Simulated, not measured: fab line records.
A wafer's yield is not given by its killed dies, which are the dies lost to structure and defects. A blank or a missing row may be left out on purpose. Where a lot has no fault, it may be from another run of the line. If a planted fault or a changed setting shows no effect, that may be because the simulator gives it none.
fab line records    flow sky130
[record] lots = 6  wafers = 18  last_day = 50
route steps=708 shown SONOS_ONO@186 GATE_OXIDE@187 PAD_OPEN@708
lots with no fault: from the same line, run without faults
start_h: hours from the record's first day to the start of the lot's first wafer shown    wait_h: time in hours since the lot's previous step    " same as the row above    L1.1+2: several wafers, shown together as one row    - either no value or no given start    * or withheld: withheld    < > ~ a bound
route shown NAME@n: NAME is a module with steps in the file, n the number in the route of the first one    usual: mean/standard deviation taken from wafers without a fault    same: alike in all rows    chamber/n: place in a boat    sites: readings site by site    _std_site: the values' standard deviation    _edge_site: outer sites' mean less inner sites'    radius_mm: for every site, how far away it sits from the centre of the wafer    mask NAME#n: copy n    behind: tool/chamber where the wafer was last shaped    hold: why the lot went on hold/how many hours it stayed there/how the hold came to an end    device: the n, p or np transistor that did not switch    end of line: tests of these same wafers at the route's end    where a step has no rows: the recipe by itself    killed: at the first sort, the dies lost to defects and structure; wafer yield is something else    map: shows each die of a wafer: x if killed, . if not, _ if none is there
set.NAME: the setting that was run; set.NAME@STEP: the one run at that earlier step    model.NAME: the simulator's own value behind a step, which no gauge read
a table for each step, a row for each wafer; lots at some steps of the route
services: the hour from which a tool's chamber was out of use, counted from the record's first day as start_h (under 0 if before that day), plus the number of hours and why
[[steps]]
[step SKY_SONOS_ONO_WET_ETCH_18]
[recipe] chemistry = H3PO4  target_depth_nm = 15  target = Si3N4  temp_c = 160  time_s = 172
[step SKY_GATE_OXIDE_CLEAN_00]
[recipe] chemistry = SC1/SC2  mix = 1:4:20  temp_c = 70  time_s = 150  dry = n2_spin
[step SKY_GATE_OXIDE_OXIDATION_01]
[recipe] temp_c = 900  ambient = O2  stabilise_s = 600  purge_s = 300  target_thk_a = 102.68  ox_time_s = 1473
[step SKY_GATE_OXIDE_THK_MEAS_02]
[recipe] reads = SiO2_of_GATE_OXIDE_OXIDATION_01
[usual] GATE_OXIDE_OXIDATION_00_THK = 10.31/0.22
lot.wafer  tool           chamber  start_h  wait_h  GATE_OXIDE_OXIDATION_00_THK[nm]
L180.1     film_metro-03  -        361.77   0.0     10.23
L180.3     "              -        "        "       10.09
L180.6     "              -        "        "       10.49
L182.1     film_metro-03  -        375.03   0.0     9.93
L182.2     "              -        "        "       9.70
L182.4     "              -        "        "       9.82
L183.1     film_metro-01  -        385.97   0.0     10.00
L183.3     "              -        "        "       10.02
L183.5     "              -        "        "       10.32
L185.1     film_metro-01  -        407.15   0.0     10.53
L185.5     "              -        "        "       10.25
L185.6     "              -        "        "       10.35
L190.1     film_metro-03  -        452.23   0.0     10.25
L190.2     "              -        "        "       10.27
L190.3     "              -        "        "       10.22
L191.2     film_metro-03  -        461.37   0.0     10.42
L191.3     "              -        "        "       10.28
L191.5     "              -        "        "       10.33
[step SKY_GATE_OXIDE_DEHYDRATE_03]
[recipe] temp_c = 200  time_s = 60
[step SKY_GATE_OXIDE_HMDS_04]
[recipe] prime_time_s = 60  prime_temp_c = 120
[step SKY_GATE_OXIDE_COAT_05]
[recipe] resist = NOVOLAK  spin_rpm = 3000  resist_thk_nm = 1140
[step SKY_GATE_OXIDE_SOFTBAKE_06]
[recipe] temp_c = 90  time_s = 60  resist = NOVOLAK
[step SKY_GATE_OXIDE_EXPOSE_07]
[recipe] mask_id = LVOM  na = 0.6  source_shape = conventional  sigma_outer = 0.6  polarization = unpolarized  target_cd_nm = 600  dose_mj = 170
[step SKY_GATE_OXIDE_PEB_08]
[recipe] temp_c = withheld  time_s = *  resist = NOVOLAK
[step SKY_GATE_OXIDE_DEVELOP_09]
[recipe] resist = NOVOLAK  developer = TMAH  develop_time_s = 60  dev_temp_c = 23
[step SKY_GATE_OXIDE_OVL_MEAS_10]
[usual] GATE_OXIDE_OVL = 0.6/1.1
lot.wafer  tool        chamber  start_h  wait_h  GATE_OXIDE_OVL[nm]
L180.1     overlay-02  -        390.21   0.1     2.2
L180.3     "           -        "        "       1.5
L180.6     "           -        "        "       2.5
L182.1     overlay-01  -        404.31   0.1     -1.2
L182.2     "           -        "        "       0.5
L182.4     "           -        "        "       -0.6
L183.1     overlay-02  -        413.86   0.1     1.8
L183.3     "           -        "        "       1.9
L183.5     "           -        "        "       2.3
L185.1     overlay-02  -        435.67   0.1     0.1
L185.5     "           -        "        "       -1.5
L185.6     "           -        "        "       -0.9
L190.1     overlay-02  -        482.35   0.1     -2.0
L190.2     "           -        "        "       -1.2
L190.3     "           -        "        "       -0.7
L191.2     overlay-02  -        492.02   0.1     2.4
L191.3     "           -        "        "       2.1
L191.5     "           -        "        "       1.8
[step SKY_GATE_OXIDE_IMPLANT_11]
[recipe] species = B  energy_kev = 10  dose_cm2 = 2.642e+12  tilt_deg = withheld
[usual] beam_energy_keV = 10.000/0.0035  beam_on_s = 10.02/0.19  faraday_current_uA = 14.89/0.28
lot.wafer  tool          chamber  start_h  wait_h  beam_energy_keV  beam_on_s  faraday_current_uA
L180.1     implanter-01  0        390.25   0.0     10.000           9.76       15.23
L180.3     "             0        "        "       9.991            9.93       15.04
L180.6     "             0        "        "       10.007           9.94       15.00
L182.1     implanter-04  0        404.35   0.0     9.997            10.23      14.62
L182.2     "             0        "        "       9.999            9.86       15.02
L182.4     "             0        "        "       10.000           10.19      14.67
L183.1     implanter-03  0        413.90   0.0     9.997            10.17      14.60
L183.3     "             0        "        "       10.001           10.10      14.81
L183.5     "             0        "        "       10.004           10.08      14.84
L185.1     implanter-01  0        435.70   0.0     10.002           9.74       15.30
L185.5     "             0        "        "       9.999            9.87       15.17
L185.6     "             0        "        "       10.001           10.21      14.57
L190.1     implanter-04  0        482.39   0.0     10.000           11.36      13.16
L190.2     "             0        "        "       10.001           11.12      13.31
L190.3     "             0        "        "       10.000           11.44      13.08
L191.2     implanter-04  0        492.08   0.0     10.006           11.30      13.15
L191.3     "             0        "        "       10.005           11.25      13.27
L191.5     "             0        "        "       10.002           11.34      13.19
[step SKY_GATE_OXIDE_WET_ETCH_12]
[recipe] chemistry = dHF  target_depth_nm = 16.8  dry = n2_spin  target = SiO2  dilution = 100:1  temp_c = 25  time_s = 336
[step SKY_GATE_OXIDE_STRIP_13]
[recipe] chemistry = O2/N2  power_w = 1400  pressure_mtorr = 1500  platen_temp_c = withheld  o2_flow_sccm = 3000  n2_flow_sccm = 300  overash_fraction = 0.5
[usual] drypump_motor_current_A = 5.91/0.27  oes_product_au = 0.716/0.0046  strip_time_to_endpoint_s = 14.19/0.04
lot.wafer  tool             chamber  start_h  wait_h  drypump_motor_current_A  oes_product_au  rf_hours_counter_h  strip_time_to_endpoint_s
L180.1     plasma_asher-04  0        390.59   0.0     5.56                     0.711           70                  14.21
L180.3     "                0        "        "       5.59                     0.714           -                   14.18
L180.6     "                1        "        "       6.20                     0.728           -                   14.22
L182.1     plasma_asher-02  0        404.60   0.0     5.61                     0.709           74                  14.18
L182.2     "                1        "        "       5.76                     0.719           74                  14.21
L182.4     "                1        "        "       5.79                     0.718           -                   14.15
L183.1     plasma_asher-02  1        414.16   0.0     5.80                     0.718           75                  14.19
L183.3     "                1        "        "       5.77                     0.718           -                   14.20
L183.5     "                1        "        "       5.74                     0.723           -                   14.17
L185.1     plasma_asher-02  1        435.96   0.0     5.82                     0.716           77                  14.16
L185.5     "                1        "        "       5.77                     0.716           -                   14.17
L185.6     "                0        "        "       5.62                     0.717           -                   14.16
L190.1     plasma_asher-02  0        482.69   0.0     5.60                     0.717           82                  14.24
L190.2     "                1        "        "       5.79                     0.718           82                  14.21
L190.3     "                0        "        "       5.60                     0.710           -                   14.24
L191.2     plasma_asher-04  0        492.30   0.0     5.59                     0.720           6                   14.14
L191.3     "                0        "        "       5.60                     0.720           -                   14.13
L191.5     "                0        "        "       5.60                     0.719           -                   14.10
[step SKY_GATE_OXIDE_TW_MEAS_14]
[usual] GATE_OXIDE_TW = 226.3/1.4
lot.wafer  tool           chamber  start_h  wait_h  GATE_OXIDE_TW
L180.1     film_metro-03  -        390.69   0.1     227.4
L180.3     "              -        "        "       227.3
L180.6     "              -        "        "       228.1
L182.1     film_metro-04  -        404.70   0.1     224.5
L182.2     "              -        "        "       225.1
L182.4     "              -        "        "       225.7
L183.1     film_metro-03  -        414.26   0.1     227.2
L183.3     "              -        "        "       226.1
L183.5     "              -        "        "       227.7
L185.1     film_metro-01  -        436.06   0.1     224.7
L185.5     "              -        "        "       226.7
L185.6     "              -        "        "       225.1
L190.1     film_metro-01  -        482.79   0.1     235.1
L190.2     "              -        "        "       234.8
L190.3     "              -        "        "       233.8
L191.2     film_metro-01  -        492.41   0.1     232.6
L191.3     "              -        "        "       234.5
L191.5     "              -        "        "       233.9
[step SKY_GATE_OXIDE_CLEAN_15]
[recipe] chemistry = SC1/SC2  mix = 1:4:20  temp_c = 70  time_s = 150  dry = n2_spin
[step SKY_PAD_OPEN_PROBE_99]
[usual] killed_at_M0_to_M3 = 43/7.5  killed_at_M4_up = 3.0/1.6  killed_at_contacts = 23/5.8  killed_at_front_end = 14/4.8  killed_at_other = 0.3/0.52  killed_dies = 84/9.1  killed_open = 47/7.2  killed_short = 37/5.8
[same] gross_dies = 492  killed_at_back_side = 0
lot.wafer  tool       chamber  start_h  wait_h  killed_at_M0_to_M3  killed_at_M4_up  killed_at_contacts  killed_at_front_end  killed_at_other  killed_dies  killed_open  killed_short  model.etest.tip_p.rs_ohm_sq  model.etest.pfet_01v8.r_on_ohm_um  model.etest.nfet_01v8_lvt.drive_ua_um  model.etest.pfet_01v8_lvt.drive_ua_um  model.etest.nfet_01v8.drive_ua_um  model.etest.nfet_01v8_turned.drive_ua_um  model.etest.nfet_01v8_swapped.drive_ua_um  model.etest.pfet_01v8.drive_ua_um
L180.1     prober-01  -        1140.09  0.1     35                  3                33                  15                   0                86           53           33            6944                         2877                               567.8                                  178.3                                  496.2                              501.2                                     492.8                                      193.5
L180.3     prober-01  -        1140.19  0.2     42                  4                28                  14                   0                88           38           50            6923                         2870                               565                                    180.5                                  496.3                              498.5                                     500.9                                      195.2
L180.6     prober-01  -        1140.34  0.2     35                  2                23                  14                   0                74           33           41            6895                         2930                               556.2                                  175.8                                  491.8                              495.6                                     495.3                                      190.6
L182.1     prober-02  -        1145.13  0.1     46                  1                23                  11                   0                81           44           37            6658                         2774                               564.5                                  181.2                                  495.5                              501.5                                     495.2                                      202.4
L182.2     prober-02  -        1145.18  0.1     28                  4                18                  18                   0                68           32           36            6651                         2731                               570.4                                  182.4                                  499                                500.4                                     503.9                                      206.9
L182.4     prober-02  -        1145.28  0.2     38                  5                11                  14                   0                68           33           35            6696                         2759                               573                                    180.9                                  494.9                              501.6                                     501.6                                      204.1
L183.1     prober-01  -        1153.39  0.1     46                  4                30                  15                   0                95           50           45            6989                         3011                               556.5                                  174.5                                  485.5                              487.1                                     482.9                                      184.1
L183.3     prober-01  -        1153.49  0.2     31                  5                22                  13                   1                72           39           33            6973                         2922                               581.1                                  176.8                                  506.6                              507.2                                     506.9                                      191.9
L183.5     prober-01  -        1153.59  0.2     37                  1                26                  15                   0                79           36           43            6944                         2891                               580.7                                  178.8                                  511.6                              518.2                                     511.1                                      194.5
L185.1     prober-01  -        1160.50  0.1     48                  3                24                  12                   0                87           46           41            6874                         2862                               575.9                                  179.3                                  502.5                              501.9                                     503.9                                      194.6
L185.5     prober-01  -        1160.70  0.2     41                  5                19                  11                   0                76           38           38            6890                         2893                               575                                    177.9                                  500.7                              504.2                                     500.6                                      195.3
L185.6     prober-01  -        1160.75  0.2     36                  6                14                  15                   1                72           37           35            6898                         2971                               558.6                                  175.1                                  487.5                              487.9                                     486                                        185.1
L190.1     prober-02  -        1185.48  0.1     29                  5                27                  14                   0                75           37           38            6632                         2863                               535.9                                  192.1                                  476.7                              475.9                                     474.7                                      202.7
L190.2     prober-02  -        1185.53  0.1     44                  7                17                  25                   0                93           41           52            6625                         2818                               553.5                                  192.4                                  485.8                              486.3                                     483.5                                      203.3
L190.3     prober-02  -        1185.58  0.2     38                  1                19                  19                   0                77           38           39            6577                         2766                               557.4                                  195.5                                  490.4                              493.3                                     488.9                                      207.6
L191.2     prober-01  -        1194.56  0.1     44                  6                13                  19                   0                82           46           36            6792                         2865                               540.8                                  191.9                                  478.3                              478.5                                     480.9                                      198.4
L191.3     prober-01  -        1194.61  0.2     38                  4                19                  18                   0                79           49           30            6752                         2807                               556.4                                  195                                    491.9                              492.8                                     490.2                                      207.4
L191.5     prober-01  -        1194.71  0.2     38                  0                34                  16                   0                88           54           34            6748                         2722                               547.8                                  197.6                                  478.2                              478.8                                     480.9                                      208.9
// killed by level:class
L180.1 LI_CONTACT:geometric_particle:open=15 VIA2:geometric_particle:open=8 METAL2:geometric_particle:short=7 LI_CONTACT:geometric_particle:short=6 VIA3:geometric_particle:open=6 CONTACT:geometric_particle:open=5 VIA1:geometric_particle:open=5 CONTACT:geometric_particle:short=4
L180.3 LI_CONTACT:geometric_particle:open=12 VIA1:geometric_particle:open=9 POLY_GATE:geometric_particle:short=6 VIA3:geometric_particle:short=6 LOCAL_INTERCONNECT:geometric_particle:short=6 METAL2:geometric_particle:short=6 CONTACT:geometric_particle:open=5 METAL1:geometric_particle:short=5
L180.6 FIELD_ISO:geometric_particle:short=8 VIA1:geometric_particle:short=8 LI_CONTACT:geometric_particle:open=7 VIA1:geometric_particle:open=7 VIA3:geometric_particle:open=6 CONTACT:geometric_particle:short=5 CONTACT:geometric_particle:open=5 POLY_GATE:geometric_particle:short=3
L182.1 CONTACT:geometric_particle:open=9 VIA1:geometric_particle:open=8 CONTACT:geometric_particle:short=7 VIA3:geometric_particle:open=7 VIA2:geometric_particle:open=6 LI_CONTACT:geometric_particle:open=4 METAL1:geometric_particle:short=4 VIA1:geometric_particle:short=4
L182.2 CONTACT:geometric_particle:open=11 METAL1:geometric_particle:short=6 SPACER:geometric_particle:short=4 CONTACT:geometric_particle:short=4 VIA1:geometric_particle:short=4 FIELD_ISO:geometric_particle:short=3 FIELD_ISO:geometric_particle:open=3 VIA3:geometric_particle:open=3
L182.4 VIA1:geometric_particle:open=9 VIA3:geometric_particle:open=6 FIELD_ISO:geometric_particle:short=5 METAL2:geometric_particle:short=5 POLY_GATE:geometric_particle:short=4 VIA2:geometric_particle:open=4 LI_CONTACT:geometric_particle:open=3 LOCAL_INTERCONNECT:geometric_particle:short=3
L183.1 VIA3:geometric_particle:open=8 LI_CONTACT:geometric_particle:open=8 CONTACT:geometric_particle:short=7 CONTACT:geometric_particle:open=7 METAL1:geometric_particle:short=7 METAL2:geometric_particle:short=6 VIA2:geometric_particle:open=6 FIELD_ISO:geometric_particle:short=5
L183.3 VIA2:geometric_particle:open=8 VIA1:geometric_particle:open=7 LI_CONTACT:geometric_particle:short=7 VIA3:geometric_particle:open=6 LI_CONTACT:geometric_particle:open=5 LOCAL_INTERCONNECT:geometric_particle:short=5 FIELD_ISO:geometric_particle:short=3 POLY_GATE:geometric_particle:open=3
L183.5 VIA2:geometric_particle:open=9 FIELD_ISO:geometric_particle:short=7 CONTACT:geometric_particle:short=7 VIA1:geometric_particle:open=6 LOCAL_INTERCONNECT:geometric_particle:short=6 CONTACT:geometric_particle:open=6 LI_CONTACT:geometric_particle:open=4 METAL2:geometric_particle:short=4
L185.1 VIA1:geometric_particle:open=12 VIA2:geometric_particle:short=8 METAL2:geometric_particle:short=7 LI_CONTACT:geometric_particle:open=7 VIA3:geometric_particle:open=7 CONTACT:geometric_particle:short=6 CONTACT:geometric_particle:open=6 FIELD_ISO:geometric_particle:short=3
L185.5 VIA1:geometric_particle:open=11 LI_CONTACT:geometric_particle:open=7 VIA1:geometric_particle:short=7 CONTACT:geometric_particle:open=6 METAL2:geometric_particle:short=6 VIA2:geometric_particle:short=6 CONTACT:geometric_particle:short=3 METAL1:geometric_particle:short=3
L185.6 VIA1:geometric_particle:open=9 VIA2:geometric_particle:open=7 CONTACT:geometric_particle:open=5 METAL3:geometric_particle:short=5 FIELD_ISO:geometric_particle:short=4 POLY_GATE:geometric_particle:open=4 VIA1:geometric_particle:short=4 METAL2:geometric_particle:short=4
L190.1 CONTACT:geometric_particle:open=9 LOCAL_INTERCONNECT:geometric_particle:short=8 VIA1:geometric_particle:open=6 POLY_GATE:geometric_particle:open=5 VIA3:geometric_particle:open=5 LI_CONTACT:geometric_particle:open=4 CONTACT:geometric_particle:short=4 METAL1:geometric_particle:short=4
L190.2 VIA1:geometric_particle:open=12 VIA1:geometric_particle:short=8 FIELD_ISO:geometric_particle:short=7 CONTACT:geometric_particle:short=7 METAL2:geometric_particle:short=7 POLY_GATE:geometric_particle:short=6 POLY_GATE:geometric_particle:open=5 CONTACT:geometric_particle:open=5
L190.3 POLY_GATE:geometric_particle:open=6 VIA1:geometric_particle:open=6 VIA3:geometric_particle:open=6 LI_CONTACT:geometric_particle:open=5 LOCAL_INTERCONNECT:geometric_particle:short=5 METAL2:geometric_particle:short=5 METAL1:geometric_particle:short=5 METAL3:geometric_particle:short=5
L191.2 VIA3:geometric_particle:open=8 CONTACT:geometric_particle:open=8 VIA2:geometric_particle:open=8 POLY_GATE:geometric_particle:short=7 VIA1:geometric_particle:open=6 FIELD_ISO:geometric_particle:short=5 VIA1:geometric_particle:short=4 VIA2:geometric_particle:short=4
L191.3 VIA1:geometric_particle:open=11 VIA2:geometric_particle:open=7 FIELD_ISO:geometric_particle:open=6 VIA1:geometric_particle:short=6 CONTACT:geometric_particle:open=6 VIA3:geometric_particle:open=6 POLY_GATE:geometric_particle:short=5 METAL2:geometric_particle:open=5
L191.5 CONTACT:geometric_particle:open=14 LI_CONTACT:geometric_particle:open=11 VIA3:geometric_particle:open=8 FIELD_ISO:geometric_particle:short=6 VIA1:geometric_particle:open=6 METAL2:geometric_particle:short=6 VIA2:geometric_particle:open=6 SPACER:geometric_particle:short=4
[[services]]
tool             chamber  start_h  hours  kind
plasma_asher-04  -        384.05   2.2    repair
implanter-01     -        385.75   1.8    repair
plasma_asher-04  -        401.92   2.2    repair
implanter-04     -        419.84   1.5    repair
plasma_asher-04  -        421.25   9.0    pm
plasma_asher-04  0        421.25   9.0    vent_cycle
plasma_asher-04  1        421.25   9.0    vent_cycle
plasma_asher-04  0        430.25   -      clean
plasma_asher-04  1        430.25   -      clean
implanter-03     -        435.85   1.0    repair
implanter-03     -        490.99   6.1    repair
[[key]]
[first_sign] step = SKY_GATE_OXIDE_IMPLANT_11  reading = beam_on_s  direction = up  sigmas = 6.7  usual = 10.02  struck = 11.30
[effect] step = SKY_GATE_OXIDE_IMPLANT_11  reading = faraday_current_uA  direction = down  sigmas = 6.1  usual = 14.89  struck = 13.19
[effect] step = SKY_GATE_OXIDE_TW_MEAS_14  reading = GATE_OXIDE_TW  direction = up  sigmas = 5.4  usual = 226.3  struck = 234.1
[model_effect] step = SKY_PAD_OPEN_PROBE_99  value = etest.tip_p.rs_ohm_sq  without = 6860  struck = 6688
met_at SKY_GATE_OXIDE_IMPLANT_11
struck_wafers L190.1,L190.2,L190.3,L191.2,L191.3,L191.5
tester_left_out L190,L191
onset_between 404.35 482.39
[fault] kind = process_parameter_drift  tool = implanter-04  chamber = -  onset_h = 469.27  steps = SKY_GATE_OXIDE_IMPLANT_11  channel = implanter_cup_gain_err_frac  offset = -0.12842  shape = step  end_h = 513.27
// tester_left_out: of these lots the tester's yield and bins aren't shown, on N5 and GAA mostly nor the transistor test; their killed dies are dies lost to structure and defects alone, not to doping, threshold or leakage, so they don't give the yield
